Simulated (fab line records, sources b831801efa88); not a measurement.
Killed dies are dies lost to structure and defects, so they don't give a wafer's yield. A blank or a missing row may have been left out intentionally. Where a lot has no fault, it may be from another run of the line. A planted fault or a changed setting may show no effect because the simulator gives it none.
fab line records + flow sky130
record:
- lots: 14
- wafers: 40
- last_day: 50
route steps=708 shown VT_ADJUST_LVTN@118 VT_ADJUST_HVTR@142 POLY_CUT@318 VIA2@521
lots untouched by any fault: they come from a run of this same line in which no faults occurred
start_h: hours from the record's opening day to when the first of the lot's shown wafers began + wait_h: hours since the lot's step before + " identical to the entry in the row above + L1.1+2: one row covering several wafers at once + - no value present, or no start provided + * or withheld: withheld + < > ~ a bound
route shown NAME@n: NAME is a module with steps in the file, n the number in the route of the first one + usual: mean/standard deviation taken from wafers without a fault + same: alike in all rows + chamber/n: place in a boat + sites: each site's reading + _std_site: standard deviation across them + _edge_site: inner sites' mean taken away from outer sites' mean + radius_mm: how far each site lies from the wafer's centre + mask NAME#n: copy n + behind: the last tool/chamber to shape the wafer + hold: the reason the lot was held/the length of the hold in hours/how it ended + device: the transistor (n, p or np) that didn't switch + end of line: the route-end tests of the same wafers + where a step has no rows: the recipe by itself + killed: dies lost to structure and defects at the first sort, not the wafer's yield + map: shows each die of a wafer: x if killed, . if not, _ if none is there
set.NAME: setting as actually run; set.NAME@STEP: the setting as run at that earlier step + model.NAME: the simulator's own value behind a step, which no gauge read
the route's steps for a sample of lots (tables are steps, rows are wafers)
services: a tool's chamber out of use, with start hour (start_h, from the record's first day; less than 0 if before it), hours out, and reason
== steps ==
step: SKY_VT_ADJUST_LVTN_TW_MEAS_21
usual:
- VT_ADJUST_LVTN_2_TW: 188.1/1.4
| lot.wafer | tool          | chamber | start_h | wait_h | VT_ADJUST_LVTN_2_TW |
|-----------|---------------|---------|---------|--------|---------------------|
| L973.4    | film_metro-02 | -       | 162.55  | 0.1    | 188.8               |
| L973.5    | "             | -       | "       | "      | 189.4               |
| L973.6    | "             | -       | "       | "      | 188.8               |
| L974.1    | film_metro-03 | -       | 167.91  | 0.1    | 188.1               |
| L974.4    | "             | -       | "       | "      | 189.9               |
| L974.5    | "             | -       | "       | "      | 188.0               |
| L975.1    | film_metro-03 | -       | 173.51  | 0.1    | 188.4               |
| L975.5    | "             | -       | "       | "      | 190.3               |
| L975.6    | "             | -       | "       | "      | 189.4               |
| L976.1    | film_metro-02 | -       | 183.66  | 0.1    | 188.6               |
| L976.3    | "             | -       | "       | "      | 189.1               |
| L976.5    | "             | -       | "       | "      | 189.5               |
| L979.1    | film_metro-03 | -       | 202.51  | 0.1    | 189.3               |
| L979.3    | "             | -       | "       | "      | 187.9               |
| L979.5    | "             | -       | "       | "      | 188.7               |
| L980.2    | film_metro-02 | -       | 206.32  | 0.1    | 189.7               |
| L980.3    | "             | -       | "       | "      | 189.6               |
| L980.4    | "             | -       | "       | "      | 189.9               |
| L981.3    | film_metro-04 | -       | 213.27  | 0.1    | 186.2               |
| L981.4    | "             | -       | "       | "      | 186.3               |
| L981.6    | "             | -       | "       | "      | 185.9               |
| L982.1    | film_metro-04 | -       | 223.45  | 0.1    | 185.3               |
| L982.2    | "             | -       | "       | "      | 187.0               |
| L982.3    | "             | -       | "       | "      | 186.1               |
| L983.2    | film_metro-03 | -       | 227.96  | 0.1    | 189.4               |
| L983.3    | "             | -       | "       | "      | 190.3               |
| L983.6    | "             | -       | "       | "      | 190.2               |
| L984.2    | film_metro-03 | -       | 238.88  | 0.1    | 188.7               |
| L984.3    | "             | -       | "       | "      | 189.0               |
| L984.4    | "             | -       | "       | "      | 189.1               |
| L985.2    | film_metro-04 | -       | 239.98  | 0.1    | 186.2               |
| L985.3    | "             | -       | "       | "      | 186.6               |
| L985.4    | "             | -       | "       | "      | 186.3               |
| L986.1    | film_metro-02 | -       | 247.96  | 0.1    | 188.1               |
| L986.3    | "             | -       | "       | "      | 188.5               |
| L986.6    | "             | -       | "       | "      | 188.2               |
| L991.1    | film_metro-02 | -       | 282.52  | 0.1    | 188.8               |
| L991.6    | "             | -       | "       | "      | 189.9               |
| L994.4    | film_metro-04 | -       | 307.98  | 0.1    | 186.8               |
| L994.6    | "             | -       | "       | "      | 184.9               |
step: SKY_VT_ADJUST_HVTR_TW_MEAS_11
usual:
- VT_ADJUST_HVTR_TW: 212.3/1
| lot.wafer | tool          | chamber | start_h | wait_h | VT_ADJUST_HVTR_TW |
|-----------|---------------|---------|---------|--------|-------------------|
| L973.4    | film_metro-03 | -       | 203.10  | 0.1    | 211.5             |
| L973.5    | "             | -       | "       | "      | 210.9             |
| L973.6    | "             | -       | "       | "      | 211.1             |
| L974.1    | film_metro-03 | -       | 208.79  | 0.1    | 211.9             |
| L974.4    | "             | -       | "       | "      | 210.7             |
| L974.5    | "             | -       | "       | "      | 210.3             |
| L975.1    | film_metro-03 | -       | 214.64  | 0.1    | 211.6             |
| L975.5    | "             | -       | "       | "      | 211.6             |
| L975.6    | "             | -       | "       | "      | 210.7             |
| L976.1    | film_metro-03 | -       | 227.34  | 0.1    | 212.0             |
| L976.3    | "             | -       | "       | "      | 212.3             |
| L976.5    | "             | -       | "       | "      | 213.0             |
| L979.1    | film_metro-02 | -       | 248.17  | 0.1    | 210.2             |
| L979.3    | "             | -       | "       | "      | 211.2             |
| L979.5    | "             | -       | "       | "      | 211.0             |
| L980.2    | film_metro-03 | -       | 251.63  | 0.1    | 212.8             |
| L980.3    | "             | -       | "       | "      | 213.4             |
| L980.4    | "             | -       | "       | "      | 212.2             |
| L981.3    | film_metro-01 | -       | 259.92  | 0.1    | 211.4             |
| L981.4    | "             | -       | "       | "      | 213.2             |
| L981.6    | "             | -       | "       | "      | 212.6             |
| L982.1    | film_metro-03 | -       | 270.47  | 0.1    | 211.6             |
| L982.2    | "             | -       | "       | "      | 213.1             |
| L982.3    | "             | -       | "       | "      | 211.4             |
| L983.2    | film_metro-02 | -       | 274.58  | 0.1    | 212.0             |
| L983.3    | "             | -       | "       | "      | 213.7             |
| L983.6    | "             | -       | "       | "      | 211.9             |
| L984.2    | film_metro-02 | -       | 286.90  | 0.1    | 212.5             |
| L984.3    | "             | -       | "       | "      | 211.8             |
| L984.4    | "             | -       | "       | "      | 212.1             |
| L985.2    | film_metro-03 | -       | 287.39  | 0.1    | 212.8             |
| L985.3    | "             | -       | "       | "      | 212.8             |
| L985.4    | "             | -       | "       | "      | 212.3             |
| L986.1    | film_metro-01 | -       | 295.80  | 0.1    | 213.4             |
| L986.3    | "             | -       | "       | "      | 212.2             |
| L986.6    | "             | -       | "       | "      | 209.6             |
| L991.1    | film_metro-01 | -       | 333.55  | 0.1    | 212.9             |
| L991.6    | "             | -       | "       | "      | 211.9             |
| L994.4    | film_metro-03 | -       | 361.63  | 0.1    | 213.0             |
| L994.6    | "             | -       | "       | "      | 211.4             |
step: SKY_POLY_CUT_ETCH_11
recipe:
- target: Si3N4
- chemistry: CF4/CH2F2/Ar
- stop_on: poly-Si
- source_w: 600
- bias_w: 150
- pressure_mtorr: 40
- cf4_flow_sccm: 40
- ch2f2_flow_sccm: 20
- Ar_flow_sccm: 150
- time_s: 42.5
- target_depth_a: 600
usual:
- chamber_pressure_mTorr: 40.00/0.037
- drypump_motor_current_A: 6.0/0.51
- oes_product_au: 0.828/0.0055
- run_length_s: 71.0/0.48
- throttle_valve_pct: 14.994/0.0082
| lot.wafer | tool        | chamber | start_h | wait_h | chamber_pressure_mTorr | drypump_motor_current_A | oes_product_au | rf_hours_counter_h | run_length_s | throttle_valve_pct |
|-----------|-------------|---------|---------|--------|------------------------|-------------------------|----------------|--------------------|--------------|--------------------|
| L973.4    | rie_diel-04 | 2       | 556.70  | 0.0    | 39.98                  | 5.5                     | 0.821          | -                  | 71.3         | 15.005             |
| L973.5    | "           | 0       | "       | "      | 39.96                  | 6.4                     | 0.835          | -                  | 70.3         | 14.999             |
| L973.6    | "           | 1       | "       | "      | 39.99                  | 6.7                     | 0.813          | -                  | 71.0         | 15.000             |
| L975.1    | rie_diel-01 | 0       | 571.36  | 0.0    | 40.01                  | 6.2                     | 0.818          | 19                 | 71.1         | 15.015             |
| L975.5    | "           | 2       | "       | "      | 39.98                  | 6.2                     | 0.834          | -                  | 70.4         | 15.018             |
| L975.6    | "           | 3       | "       | "      | 40.06                  | 6.4                     | 0.839          | -                  | 70.9         | 14.994             |
| L974.1    | rie_diel-03 | 3       | 571.69  | 0.0    | 39.98                  | 5.8                     | 0.823          | 43                 | 71.3         | 14.986             |
| L974.4    | "           | 2       | "       | "      | 40.01                  | 5.9                     | 0.827          | 53                 | 70.3         | 15.000             |
| L974.5    | "           | 3       | "       | "      | 40.01                  | 5.9                     | 0.831          | -                  | 71.6         | 14.999             |
| L976.1    | rie_diel-01 | 0       | 584.39  | 0.0    | 39.99                  | 6.3                     | 0.832          | 19                 | 71.0         | 15.002             |
| L976.3    | "           | 1       | "       | "      | 40.01                  | 5.4                     | 0.828          | 6                  | 71.1         | 14.991             |
| L976.5    | "           | 1       | "       | "      | 40.02                  | 5.4                     | 0.822          | -                  | 71.2         | 15.004             |
| L979.1    | rie_diel-04 | 2       | 615.96  | 0.0    | 39.98                  | 5.5                     | 0.832          | 33                 | 70.9         | 14.990             |
| L979.3    | "           | 0       | "       | "      | 39.94                  | 6.3                     | 0.829          | 56                 | 70.2         | 14.996             |
| L979.5    | "           | 0       | "       | "      | 40.05                  | 6.4                     | 0.835          | -                  | 70.5         | 14.991             |
| L980.2    | rie_diel-04 | 2       | 620.79  | 0.0    | 39.98                  | 5.5                     | 0.829          | 33                 | 71.2         | 14.992             |
| L980.3    | "           | 1       | "       | "      | 40.01                  | 6.7                     | 0.833          | 21                 | 71.8         | 14.989             |
| L980.4    | "           | 0       | "       | "      | 40.01                  | 6.3                     | 0.818          | 56                 | 70.4         | 15.001             |
| L981.3    | rie_diel-01 | 0       | 632.56  | 0.0    | 39.97                  | 6.2                     | 0.824          | 20                 | 71.7         | 15.002             |
| L981.4    | "           | 2       | "       | "      | 40.04                  | 6.2                     | 0.833          | 2                  | 69.8         | 14.987             |
| L981.6    | "           | 2       | "       | "      | 40.01                  | 6.2                     | 0.831          | -                  | 70.1         | 14.990             |
| L982.1    | rie_diel-04 | 1       | 638.68  | 0.0    | 40.07                  | 6.7                     | 0.823          | 21                 | 71.7         | 14.987             |
| L982.2    | "           | 0       | "       | "      | 40.06                  | 6.3                     | 0.838          | 56                 | 70.5         | 14.991             |
| L982.3    | "           | 2       | "       | "      | 40.04                  | 5.5                     | 0.821          | 33                 | 71.3         | 14.998             |
| L983.2    | rie_diel-01 | 1       | 641.38  | 0.0    | 40.00                  | 5.3                     | 0.831          | 7                  | 71.5         | 14.993             |
| L983.3    | "           | 0       | "       | "      | 40.01                  | 6.2                     | 0.817          | 20                 | 71.4         | 15.001             |
| L983.6    | "           | 0       | "       | "      | 39.93                  | 6.2                     | 0.837          | -                  | 70.9         | 14.993             |
| L984.2    | rie_diel-01 | 0       | 652.08  | 0.0    | 40.06                  | 6.3                     | 0.828          | 20                 | 71.1         | 14.993             |
| L984.3    | "           | 1       | "       | "      | 39.96                  | 5.3                     | 0.825          | 8                  | 71.6         | 15.009             |
| L984.4    | "           | 1       | "       | "      | 40.05                  | 5.4                     | 0.836          | -                  | 71.3         | 14.984             |
| L985.2    | rie_diel-03 | 2       | 657.89  | 0.0    | 39.95                  | 6.0                     | 0.829          | 55                 | 70.7         | 14.998             |
| L985.3    | "           | 1       | "       | "      | 39.98                  | 5.7                     | 0.838          | 8                  | 70.9         | 14.989             |
| L985.4    | "           | 3       | "       | "      | 39.99                  | 5.9                     | 0.833          | 45                 | 71.3         | 14.983             |
| L986.1    | rie_diel-03 | 1       | 669.09  | 0.0    | 40.07                  | 5.7                     | 0.829          | 8                  | 71.2         | 14.992             |
| L986.3    | "           | 3       | "       | "      | 39.92                  | 5.9                     | 0.833          | 45                 | 71.4         | 14.998             |
| L986.6    | "           | 2       | "       | "      | 40.04                  | 6.0                     | 0.831          | -                  | 70.5         | 14.998             |
| L991.1    | rie_diel-01 | 3       | 706.78  | 0.0    | 39.94                  | 6.4                     | 0.823          | 3                  | 71.0         | 14.995             |
| L991.6    | "           | 2       | "       | "      | 39.92                  | 6.2                     | 0.824          | -                  | 69.8         | 14.992             |
| L994.4    | rie_diel-01 | 2       | 731.24  | 0.0    | 40.02                  | 6.2                     | 0.827          | 4                  | 70.4         | 14.986             |
| L994.6    | "           | 3       | "       | "      | 40.02                  | 6.4                     | 0.828          | -                  | 71.3         | 14.988             |
step: SKY_VIA2_ETCH_14
recipe:
- chemistry: N2/H2
- target: BARC
- ion_energy_ev: 200
- source_w: 500
- bias_w: 100
- pressure_mtorr: 30
- n2_flow_sccm: 100
- h2_flow_sccm: 200
- stop_on: SiO2
- time_s: 45.9
- target_depth_a: 600
usual:
- chamber_pressure_mTorr: 29.997/0.027
- drypump_motor_current_A: 5.9/0.52
- oes_product_au: 0.854/0.0044
- run_length_s: 74.4/0.47
- throttle_valve_pct: 13.225/0.01
| lot.wafer | tool        | chamber | start_h | wait_h | chamber_pressure_mTorr | drypump_motor_current_A | oes_product_au | rf_hours_counter_h | run_length_s | throttle_valve_pct |
|-----------|-------------|---------|---------|--------|------------------------|-------------------------|----------------|--------------------|--------------|--------------------|
| L973.4    | rie_diel-03 | 3       | 846.02  | 0.0    | 29.992                 | 5.9                     | 0.859          | 3                  | 74.9         | 13.209             |
| L973.5    | "           | 0       | "       | "      | 29.993                 | 4.8                     | 0.849          | -                  | 74.3         | 13.235             |
| L973.6    | "           | 3       | "       | "      | 30.009                 | 5.9                     | 0.857          | -                  | 75.0         | 13.243             |
| L975.1    | rie_diel-01 | 1       | 859.47  | 0.0    | 30.026                 | 5.4                     | 0.852          | 11                 | 74.7         | 13.234             |
| L975.5    | "           | 3       | "       | "      | 30.040                 | 6.4                     | 0.857          | -                  | 74.7         | 13.235             |
| L975.6    | "           | 1       | "       | "      | 30.007                 | 5.4                     | 0.863          | -                  | 75.0         | 13.221             |
| L974.1    | rie_diel-03 | 1       | 861.22  | 0.0    | 29.977                 | 5.7                     | 0.849          | 14                 | 74.4         | 13.220             |
| L974.4    | "           | 0       | "       | "      | 30.027                 | 4.8                     | 0.852          | 26                 | 75.2         | 13.226             |
| L974.5    | "           | 2       | "       | "      | 30.019                 | 6.0                     | 0.860          | -                  | 74.5         | 13.217             |
| L976.1    | rie_diel-01 | 3       | 871.43  | 0.0    | 30.019                 | 6.4                     | 0.851          | 6                  | 74.4         | 13.239             |
| L976.3    | "           | 0       | "       | "      | 30.033                 | 6.3                     | 0.855          | 0                  | 74.3         | 13.197             |
| L976.5    | "           | 2       | "       | "      | 29.999                 | 6.2                     | 0.853          | -                  | 73.3         | 13.215             |
| L979.1    | rie_diel-04 | 0       | 898.24  | 0.0    | 30.064                 | 6.3                     | 0.844          | 7                  | 73.8         | 13.234             |
| L979.3    | "           | 3       | "       | "      | 30.009                 | 6.7                     | 0.853          | 8                  | 74.5         | 13.232             |
| L979.5    | "           | 2       | "       | "      | 30.023                 | 5.5                     | 0.856          | -                  | 74.5         | 13.231             |
| L980.2    | rie_diel-03 | 3       | 903.12  | 0.0    | 29.973                 | 5.9                     | 0.862          | 4                  | 74.9         | 13.217             |
| L980.3    | "           | 2       | "       | "      | 29.994                 | 5.9                     | 0.866          | 5                  | 73.7         | 13.228             |
| L980.4    | "           | 0       | "       | "      | 29.991                 | 4.8                     | 0.850          | 28                 | 74.2         | 13.219             |
| L981.3    | rie_diel-01 | 2       | 913.93  | 0.0    | 30.046                 | 6.2                     | 0.849          | 8                  | 73.4         | 13.233             |
| L981.4    | "           | 1       | "       | "      | 29.997                 | 5.4                     | 0.847          | -                  | 75.3         | 13.210             |
| L981.6    | "           | 2       | "       | "      | 29.962                 | 6.2                     | 0.847          | -                  | 73.4         | 13.207             |
| L982.1    | rie_diel-03 | 2       | 919.12  | 0.0    | 29.980                 | 6.0                     | 0.856          | 6                  | 73.7         | 13.246             |
| L982.2    | "           | 0       | "       | "      | 29.952                 | 4.8                     | 0.855          | 28                 | 74.9         | 13.225             |
| L982.3    | "           | 1       | "       | "      | 29.997                 | 5.7                     | 0.860          | 16                 | 74.3         | 13.226             |
| L983.2    | rie_diel-03 | 3       | 921.13  | 0.0    | 29.995                 | 5.9                     | 0.852          | 5                  | 74.6         | 13.208             |
| L983.3    | "           | 1       | "       | "      | 30.015                 | 5.7                     | 0.856          | 16                 | 74.8         | 13.222             |
| L983.6    | "           | 1       | "       | "      | 30.043                 | 5.7                     | 0.852          | -                  | 74.3         | 13.226             |
| L984.2    | rie_diel-01 | 1       | 930.73  | 0.0    | 29.965                 | 5.4                     | 0.848          | 14                 | 74.9         | 13.240             |
| L984.3    | "           | 2       | "       | "      | 30.039                 | 6.2                     | 0.857          | 9                  | 73.6         | 13.225             |
| L984.4    | "           | 0       | "       | "      | 29.980                 | 6.2                     | 0.857          | -                  | 74.3         | 13.225             |
| L985.2    | rie_diel-03 | 0       | 934.44  | 0.0    | 30.027                 | 4.8                     | 0.857          | 29                 | 74.2         | 13.222             |
| L985.3    | "           | 3       | "       | "      | 29.993                 | 5.9                     | 0.847          | 5                  | 74.6         | 13.224             |
| L985.4    | "           | 0       | "       | "      | 30.019                 | 4.8                     | 0.861          | -                  | 74.3         | 13.230             |
| L986.1    | rie_diel-04 | 3       | 945.43  | 0.0    | 30.012                 | 6.7                     | 0.850          | 10                 | 75.2         | 13.220             |
| L986.3    | "           | 0       | "       | "      | 30.000                 | 6.4                     | 0.845          | 8                  | 74.3         | 13.243             |
| L986.6    | "           | 2       | "       | "      | 29.956                 | 5.5                     | 0.853          | -                  | 74.3         | 13.232             |
| L991.1    | rie_diel-03 | 3       | 979.22  | 0.0    | 29.991                 | 5.9                     | 0.856          | 7                  | 74.6         | 13.222             |
| L991.6    | "           | 3       | "       | "      | 29.993                 | 5.9                     | 0.924          | -                  | 70.8         | 13.232             |
| L994.4    | rie_diel-03 | 3       | 1001.06 | 0.0    | 29.998                 | 5.9                     | 0.852          | -                  | 75.4         | 13.211             |
| L994.6    | "           | 2       | "       | "      | 29.971                 | 6.0                     | 0.934          | -                  | 70.7         | 13.251             |
== services ==
| tool        | chamber | start_h | hours | kind   |
|-------------|---------|---------|-------|--------|
| rie_diel-03 | 2       | 538.18  | 5.4   | repair |
| rie_diel-04 | 3       | 550.43  | 10.3  | repair |
| rie_diel-04 | 3       | 575.73  | 7.7   | repair |
| rie_diel-01 | 1       | 579.00  | 3.6   | repair |
| rie_diel-03 | 3       | 593.99  | 9.1   | repair |
| rie_diel-04 | 1       | 617.52  | 1.2   | repair |
| rie_diel-01 | 2       | 648.66  | 9.3   | repair |
| rie_diel-04 | 3       | 668.47  | 2.7   | repair |
| rie_diel-03 | 3       | 692.93  | 1.7   | repair |
| rie_diel-03 | 3       | 750.63  | 8.4   | repair |
| rie_diel-04 | -       | 772.19  | 1.5   | repair |
| rie_diel-01 | -       | 789.52  | 0.8   | repair |
| rie_diel-01 | -       | 791.56  | 14.6  | pm     |
| rie_diel-04 | 3       | 803.63  | 8.8   | repair |
| rie_diel-01 | 0       | 838.88  | 2.8   | repair |
| rie_diel-04 | 3       | 854.77  | 7.2   | repair |
| rie_diel-03 | -       | 867.89  | 2.8   | pm     |
| rie_diel-03 | 3       | 879.13  | 7.8   | repair |
| rie_diel-03 | 2       | 881.40  | 19.5  | repair |
| rie_diel-01 | 3       | 898.44  | 33.1  | repair |
| rie_diel-03 | 1       | 927.38  | 10.7  | repair |
| rie_diel-01 | 2       | 936.08  | 7.8   | repair |
| rie_diel-01 | 2       | 966.85  | 1.8   | repair |
| rie_diel-03 | -       | 979.83  | 14.6  | pm     |
== key ==
first_sign:
- step: SKY_VIA2_ETCH_14
- reading: oes_product_au
- direction: up
- sigmas: 17
- usual: 0.854
- struck: 0.929
effect:
- step: SKY_VIA2_ETCH_14
- reading: run_length_s
- direction: down
- sigmas: 7.9
- usual: *
- struck: *
met_at SKY_VIA2_ETCH_14
struck_lots L991,L994
struck_wafers L991.6,L994.6
sort_left_out L991.6,L994.6
not_acting_at SKY_VT_ADJUST_LVTN_TW_MEAS_21,SKY_VT_ADJUST_HVTR_TW_MEAS_11,SKY_POLY_CUT_ETCH_11
onset_between 934.44 979.22
fault:
- kind: process_parameter_drift
- tool: rie_diel-03
- chamber: -
- onset_h: 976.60
- steps: SKY_VIA2_ETCH_14
- channel: time_s
- offset: *
- shape: step
- end_h: 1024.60
- scope: struck_wafers_only
- acts_in: *
- stated: *
sort_left_out: the simulated sort isn't trusted on such a fault, so these wafers' sort isn't shown, and their yield isn't known
